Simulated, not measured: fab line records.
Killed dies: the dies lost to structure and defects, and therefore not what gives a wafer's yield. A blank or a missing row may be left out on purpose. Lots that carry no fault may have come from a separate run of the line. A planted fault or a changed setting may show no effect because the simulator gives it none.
Chamber matching	flow gf180mcu	cmp-02 running GF_V3_CMP_26: 4 sister chambers
The step polishes, stops on SiO2, t overpolish 15 s, target thk 0 nm. 45 wafers are shown with their chamber, then 12 later ones without.

WAFERS WITH THEIR CHAMBER
wafer	chamber	motor-current-A (A)	time-to-endpoint-s (s)	overpolish-run-s (s)
L074.1	1	12.1	79	15.001
L074.2	3	10.2	87	14.997
L074.6	0	11.5	84	14.992
L078.1	3	9.8	89	14.997
L078.4	0	10.6	86	15.003
L078.5	2	10.9	87	15.010
L079.1	2	10.5	91	15.003
L079.4	1	12.5	83	15.008
L079.5	3	10.5	89	15.002
L081.3	1	11.9	84	15.001
L081.5	1	12.8	86	14.996
L081.6	0	11.3	85	14.995
L080.1	3	10.3	89	15.013
L080.2	0	10.6	88	15.015
L080.3	1	11.8	85	15.015
L082.3	0	11.1	92	14.993
L082.4	3	10.4	91	15.009
L082.5	0	10.7	93	15.006
L082.1	1	12.6	92	15.007
L082.2	2	11.3	96	15.000
L082.6	3	10.2	95	15.009
L084.3	2	11.2	86	15.005
L084.5	3	10.3	88	15.017
L084.6	2	11.2	91	14.994
L085.1	3	10.3	89	15.000
L085.2	1	13.0	87	14.994
L085.6	0	11.3	85	14.985
L085.3	0	10.4	88	15.013
L085.4	2	11.1	91	15.016
L085.5	3	10.5	88	15.002
L086.4	3	10.0	91	15.010
L086.5	2	10.4	92	14.998
L086.6	3	9.6	89	14.992
L088.2	2	10.9	86	14.981
L088.4	3	10.6	88	14.993
L088.5	0	11.3	87	14.999
L091.1	2	10.6	92	14.998
L091.3	1	13.3	86	14.989
L091.6	3	10.4	88	14.998
L092.4	3	9.9	92	14.998
L092.5	0	11.4	89	15.010
L092.6	3	9.4	95	14.992
L092.1	2	10.9	90	14.998
L092.2	0	11.0	93	15.010
L092.3	1	13.6	85	15.000

SIGNATURES (means of the wafers above)
reading	chamber 0	chamber 1	chamber 2	chamber 3	scatter within a chamber
motor-current-A	11.018	12.622	10.900	10.160	0.417
time-to-endpoint-s	88.18	85.22	90.20	89.87	3.02
overpolish-run-s	15.00191	15.00122	15.00030	15.00193	0.00875
Rule: for a wafer and a chamber, the distance is found by dividing, reading by reading, the gap between the wafer's reading and the chamber's mean by the reading's scatter, squaring, summing and taking the root. If the next closest chamber is less than 2 further off than the closest, the wafer can't be placed; otherwise it belongs to the closest. The scatter is the square root of a quotient: the sum, over the shown wafers, of each reading's squared deviation from its chamber's mean, divided by wafers minus chambers.

WAFERS WHOSE CHAMBER IS MISSING
wafer	motor-current-A (A)	time-to-endpoint-s (s)	overpolish-run-s (s)
L093.1	12.9	83	14.998
L093.2	11.3	91	15.004
L093.6	10.4	89	15.007
L095.2	10.8	88	14.998
L095.4	12.7	85	14.995
L095.6	11.1	89	14.999
L096.2	10.6	90	14.997
L096.5	12.5	88	15.008
L096.6	10.6	88	14.993
L097.1	11.4	90	15.008
L097.4	10.8	86	15.005
L097.6	10.1	87	14.984

EACH ONE'S CHAMBER
wafer	from the rows above	in truth
L093.1	1	1
L093.2	can't be placed: 2 or 0 or 3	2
L093.6	can't be placed: 3 or 2 or 0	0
L095.2	can't be placed: 0 or 2 or 3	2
L095.4	1	1
L095.6	can't be placed: 0 or 2 or 3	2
L096.2	can't be placed: 2 or 3 or 0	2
L096.5	1	1
L096.6	can't be placed: 2 or 0 or 3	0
L097.1	can't be placed: 0 or 2 or 3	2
L097.4	can't be placed: 0 or 2 or 3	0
L097.6	can't be placed: 3 or 2 or 0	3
Placed correctly: 3 of 12. These rows do not allow placing 9 (true chamber among the candidates in 9). Placed wrongly: 0.
